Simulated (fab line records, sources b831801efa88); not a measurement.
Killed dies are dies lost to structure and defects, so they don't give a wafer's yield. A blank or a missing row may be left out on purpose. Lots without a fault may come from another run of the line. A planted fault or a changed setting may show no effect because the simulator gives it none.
One fault seen from 2 desks | flow gf180mcu | each desk has only its own numbers; what lay behind them comes last

THE TOOL OWNER'S DESK: implanter-01
The tool's own readings at GF_LVPWELL_IMPLANT_08: means of the sampled wafers that have a number, for each lot that ran on this tool. A lot is out of limits, marked OUT, if its mean lies more than 4 standard deviations from the usual mean; the brackets give that distance.
Columns: A = beam_on_s at GF_LVPWELL_IMPLANT_08, usual 9.98 s
lot  | first seen here | A
L805 | day 4 19:08     | 9.94
L812 | day 6 09:38     | 9.83
L813 | day 6 16:20     | 9.75
L815 | day 7 03:58     | 10.10
L818 | day 7 20:28     | 10.03
L823 | day 9 00:43     | 9.97
This desk's finding: nothing out of limits on any of the 6 lots.

THE METROLOGY DESK
What the gauges read, lot by lot, whatever tool the lot ran on: means of the sampled wafers that have a number. A lot is out of limits, marked OUT, if its mean lies more than 4 standard deviations from the usual mean; the brackets give that distance.
Columns: A = NWELL_OVL at GF_NWELL_OVL_MEAS_07, usual -0.9 nm; B = LVPWELL_TW at GF_LVPWELL_TW_MEAS_11, usual 561; C = VT_IMPLANT_01_OVL at GF_VT_IMPLANT_OVL_MEAS_18, usual 0.5 nm; D = LVPWELL_RS at GF_VT_IMPLANT_RS_MEAS_48, usual 1196 ohm/sq
lot  | first seen here | A    | B   | C    | D
L804 | day 3 23:50     | -2.9 | 559 | 0.4  | 1200
L805 | day 4 05:44     | -0.6 | 562 | -0.7 | 1187
L806 | day 4 10:26     | -1.9 | 564 | 0.1  | 1199
L808 | day 4 22:18     | -1.4 | 565 | 0.1  | 1198
L812 | day 5 18:53     | -2.2 | 561 | 0.1  | 1200
L813 | day 6 00:20     | -1.5 | 557 | -0.0 | 1198
L815 | day 6 12:27     | -0.1 | 562 | 1.6  | 1201
L818 | day 7 04:22     | 0.1  | 554 | 1.2  | 1221 (+6.2) OUT
L820 | day 7 13:16     | 0.4  | 562 | 0.9  | 1205
L822 | day 8 02:24     | -1.4 | 560 | -2.1 | 1196
L823 | day 8 07:36     | 1.1  | 555 | 1.0  | 1223 (+6.5) OUT
L824 | day 8 11:53     | -0.8 | 561 | -0.1 | 1197
This desk's finding: out of limits on L818, L823; first on L818, day 12 07:35 (LVPWELL_RS at GF_VT_IMPLANT_RS_MEAS_48). In limits: L804, L805, L806, L808, L812, L813, L815, L820, L822, L824.

PUT TOGETHER
The metrology desk could have raised an alarm at day 12 07:35, on L818, L823.
The tool owner's desk saw nothing out of limits.
The tool owner's desk has L818, L823 on record, within its limits.
Of the lots named, all ran GF_LVPWELL_IMPLANT_08 on implanter-01.

WHAT THE SIMULATOR HAD PUT IN
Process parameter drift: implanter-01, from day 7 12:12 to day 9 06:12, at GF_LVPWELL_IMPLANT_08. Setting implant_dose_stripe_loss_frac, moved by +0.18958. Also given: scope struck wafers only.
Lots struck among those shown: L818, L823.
Hours from the fault's start to each desk's first reading out of limits: the metrology desk, 115.
